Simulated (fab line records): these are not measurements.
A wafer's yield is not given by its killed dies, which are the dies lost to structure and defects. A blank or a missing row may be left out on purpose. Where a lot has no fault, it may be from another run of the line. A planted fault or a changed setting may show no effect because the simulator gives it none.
Chamber matching	flow gf180mcu	GF_V1_CVD_02 on pecvd-02 has 3 sister chambers
The step deposits SiO2 from TEOS, target thk 850 nm, time 94.851 s. 3 wafers are shown with their chamber, then 7 later ones without.

== EACH WAFER AND ITS CHAMBER ==
wafer	chamber	heater power w (W)
L712.5	1	714
L713.1	2	518
L713.3	0	728

== WAFERS MISSING THEIR CHAMBER ==
wafer	heater power w (W)
L713.5	713
L715.2	627
L715.3	534
L715.5	589
L716.1	544
L716.3	670
L716.5	705

== WHICH CHAMBER EACH WENT THROUGH ==
wafer	from the rows above	in truth
L713.5	can't be placed: 1 or 0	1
L715.2	can't be placed: 1 or 0 or 2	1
L715.3	2	2
L715.5	can't be placed: 2 or 1 or 0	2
L716.1	2	2
L716.3	can't be placed: 1 or 0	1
L716.5	can't be placed: 1 or 0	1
Correct placement for 2 of the 7. From these rows, 5 cannot be placed; in 5 the true chamber is one of the candidates. 0 placed wrongly.
How it was worked out, from the rows above alone: a wafer's distance from a chamber is the root of the sum, over the readings, of the square of ((its reading less the chamber's mean) divided by the reading's scatter). The wafer belongs to the nearest chamber; if the next one is less than 2 further off, it can't be placed. A chamber's mean is the mean of its shown wafers. The scatter: root of mean squared gap, hidden wafer to nearest shown wafer, with one shown wafer a chamber.
